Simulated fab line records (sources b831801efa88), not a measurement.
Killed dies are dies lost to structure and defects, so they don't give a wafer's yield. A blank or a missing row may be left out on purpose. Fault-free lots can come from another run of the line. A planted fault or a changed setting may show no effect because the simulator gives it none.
Struck lot and sound lot, side by side | flow sky130 | 43 steps out of a route of 708
Sound: wafers L644.1, L644.4, L644.6. Struck: wafers L653.2, L653.5. The cause is named last.
For every step that has rows: the tool of each side, followed by ch and its chambers, followed by its first start. Under that, the readings that differ: sound wafers | struck wafers | difference of the means | sigmas: that difference in standard deviations of wafers without a fault.
alike: readings with means less than 2 such deviations apart, plus words and numbers identical on both sides. not compared: withheld readings, readings lacking a value on some wafer, bounds such as >300 that could conceal the same value, and numbers that have no deviation in the record and whose values overlap.
A row with sigmas, a row that says differs or no value, or rows on one side alone: a step with any of these is where the two part. Numbers that have no deviation but don't overlap get no sigmas and don't part them. Lack of a reading on every wafer of one side parts them only where that side has two or more wafers.

first, 1 step without rows for these wafers: SKY_METAL5_SPUTTER_03 (material Ti, target thk 5 nm, time 3.3 s).
SKY_METAL5_SPUTTER_04: material TiN, target thk 70 nm, time 58.3 s.
  struck on pvd sputter-02, day 47 12:50; sound on pvd sputter-01, day 45 10:58
  alike: chamber pressure pa, throttle valve pct
SKY_METAL5_RS_MEAS_05: a four-point-probe measurement.
  struck on film metro-02, day 47 12:54; sound on film metro-02, day 45 11:01
  alike: METAL5_ALCU_RS
SKY_METAL5_THK_MEAS_06: measures by xrf.
  struck on film metro-02, day 47 13:01; sound on film metro-02, day 45 11:08
  alike: METAL5_ALCU_THK
then, 8 steps without rows for these wafers: SKY_METAL5_DEHYDRATE_07 (time 60 s); SKY_METAL5_HMDS_08 (prime time 60 s); SKY_METAL5_COAT_09 (resist thk 1800 nm); SKY_METAL5_SOFTBAKE_10 (time 60 s); SKY_METAL5_EXPOSE_11 (exposes mask MM5, target cd 1600 nm); SKY_METAL5_PEB_12; SKY_METAL5_DEVELOP_13 (develop time 60 s); SKY_METAL5_DESCUM_14 (chemistry O2, time 11 s).
SKY_METAL5_METAL_ETCH_15: etches the open film in Cl2/BCl3, stops on SiO2, target depth 1260 nm, time 252 s.
  sound on rie metal-04 ch 0,1, day 46 07:13; struck on rie metal-04 ch 1, day 48 07:49
  alike: drypump motor current A, mfc cl2 sccm, oes product au, throttle valve pct
  not compared: rf hours counter h
SKY_METAL5_STRIP_16: strips in O2/N2.
  sound on plasma asher-03 ch 1, day 46 07:26; struck on plasma asher-01 ch 0, day 48 08:02
  alike: drypump motor current A, oes product au, strip time to endpoint s
  not compared: rf hours counter h
then, 4 steps without rows for these wafers: SKY_METAL5_STRIP_17 (strips in post etch residue remover, time 1200 s); SKY_METAL5_CLEAN_18 (cleans in IPA, time 180 s); SKY_METAL5_CLEAN_19 (cleans in O3/DIW); SKY_PASSIVATION_CVD_00 (deposits SiO2, target thk 90 nm).
SKY_PASSIVATION_THK_MEAS_01:
  struck on film metro-02, day 48 08:45; sound on film metro-02, day 46 08:04
  alike: PASSIVATION_CVD_00_THK
SKY_PASSIVATION_CVD_02: deposits Si3N4, target thk 540 nm.
  sound on pecvd-02 ch 0,2, day 46 08:07; struck on pecvd-02 ch 2, day 48 08:48
  reading              | sound                | struck        | difference | sigmas
  susceptor temp C (C) | 400.17 400.15 399.63 | 400.64 400.29 | +0.48      | +2
  alike: heater power w
SKY_PASSIVATION_THK_MEAS_03:
  struck on film metro-01, day 48 09:02; sound on film metro-01, day 46 08:20
  alike: PASSIVATION_CVD_02_THK
then, 7 steps without rows for these wafers: SKY_PASSIVATION_DEHYDRATE_04 (time 60 s); SKY_PASSIVATION_HMDS_05 (prime time 60 s); SKY_PASSIVATION_COAT_06 (resist thk 3000 nm); SKY_PASSIVATION_SOFTBAKE_07; SKY_PASSIVATION_EXPOSE_08 (exposes mask NSM, target cd 3000 nm); SKY_PASSIVATION_PEB_09; SKY_PASSIVATION_DEVELOP_10 (develop time 60 s).
SKY_PASSIVATION_ETCH_11: etches the open film in CF4/O2, stops on AlCu, target depth 725 nm, time 161.1 s.
  sound on rie diel-01 ch 0,1, day 47 03:47; struck on rie diel-03 ch 1,2, day 49 03:05
  alike: cf4 flow sccm, drypump motor current A, oes product au, throttle valve pct
  not compared: rf hours counter h
SKY_PASSIVATION_STRIP_12: strips in O2/N2.
  sound on plasma asher-01 ch 0,1, day 47 03:54; struck on plasma asher-02 ch 0,1, day 49 03:11
  alike: drypump motor current A, oes product au, strip time to endpoint s
  not compared: rf hours counter h
then, 12 steps without rows for these wafers: SKY_PAD_OPEN_DEHYDRATE_00 (time 60 s); SKY_PAD_OPEN_HMDS_01 (prime time 60 s); SKY_PAD_OPEN_COAT_02 (resist thk 3000 nm); SKY_PAD_OPEN_SOFTBAKE_03; SKY_PAD_OPEN_EXPOSE_04 (exposes mask PDM, target cd 60000 nm); SKY_PAD_OPEN_PEB_05; SKY_PAD_OPEN_DEVELOP_06 (develop time 60 s); SKY_PAD_OPEN_ETCH_07 (etches the open film in CF4/O2, stops on AlCu, target depth 725 nm, time 161.1 s); SKY_PAD_OPEN_STRIP_08 (strips in O2/N2); SKY_PAD_OPEN_STRIP_09 (strips in post etch residue remover, time 1200 s); SKY_PAD_OPEN_CLEAN_10 (cleans in IPA, time 180 s); SKY_PAD_OPEN_CLEAN_11 (cleans in O3/DIW).
SKY_PAD_OPEN_PROBE_99:
  record: rows for the struck wafers here (prober-02, day 49 22:37), none for the sound ones

WHERE THEY PART
At SKY_PASSIVATION_CVD_02 first; at SKY_PAD_OPEN_PROBE_99 last (within this record only).

WHY: what the simulator had put in
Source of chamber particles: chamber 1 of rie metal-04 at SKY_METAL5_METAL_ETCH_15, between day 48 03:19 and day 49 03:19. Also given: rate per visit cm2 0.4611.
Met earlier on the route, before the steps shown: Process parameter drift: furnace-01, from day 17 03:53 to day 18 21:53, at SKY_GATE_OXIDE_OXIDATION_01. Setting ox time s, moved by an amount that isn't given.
